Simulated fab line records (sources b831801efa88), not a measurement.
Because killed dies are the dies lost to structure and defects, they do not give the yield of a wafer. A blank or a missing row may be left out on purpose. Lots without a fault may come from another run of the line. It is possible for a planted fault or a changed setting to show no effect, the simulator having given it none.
Which tool did it?	flow gf180mcu	18 wafers from 6 lots sampled at 2 of the route's 602 steps

WHAT EACH GAUGE READ, for each wafer
GF_NWELL_OVL_MEAS_07.
lot	measured	on	NWELL_OVL (nm)
L915	day 4 01:14	overlay-02	1.0 1.0 2.3
L917	day 4 13:07	overlay-01	1.2 1.8 0.9
L920	day 5 03:18	overlay-01	-1.1 0.4 2.9
L922	day 5 14:24	overlay-02	0.8 -0.3 0.2
L928	day 6 22:06	overlay-02	0.5 -1.2 1.1
L933	day 8 01:31	overlay-01	-0.9 -1.0 1.4

WHICH TOOL RAN EACH LOT (tool, then ch and the chambers of the sampled wafers, then the start)
lot	GF_STI_STRIP_15
L915	plasma asher-03 ch 0,1, day 2 18:04
L917	plasma asher-04 ch 0,1, day 3 03:35
L920	plasma asher-04 ch 0,1, day 3 19:30
L922	plasma asher-04 ch 0,1, day 4 05:34
L928	plasma asher-03 ch 0,1, day 5 11:41
L933	plasma asher-02 ch 1, day 6 13:37
- GF_STI_STRIP_15: strips in O2/N2.

THE ANSWER, worked out from the rows above alone
Rule: usual is defined by the lots themselves. Put in order of their means at a reading, lots are off if they are a third of the lots or fewer, leave a main group of 4 or more, and stand apart from it by a gap of 3 or more times the standard deviation of the main group's means; of several such gaps the widest counts. If all means in a main group match to the digits the tables above print for the reading, that group is not used. Also off: a lot with no number at a reading for which 4 or more lots have one. Any other lot the step has rows for is counted as sound.
None of the lots is off at any reading shown; this tells nothing.

WHAT HAD BEEN PUT IN BY THE SIMULATOR
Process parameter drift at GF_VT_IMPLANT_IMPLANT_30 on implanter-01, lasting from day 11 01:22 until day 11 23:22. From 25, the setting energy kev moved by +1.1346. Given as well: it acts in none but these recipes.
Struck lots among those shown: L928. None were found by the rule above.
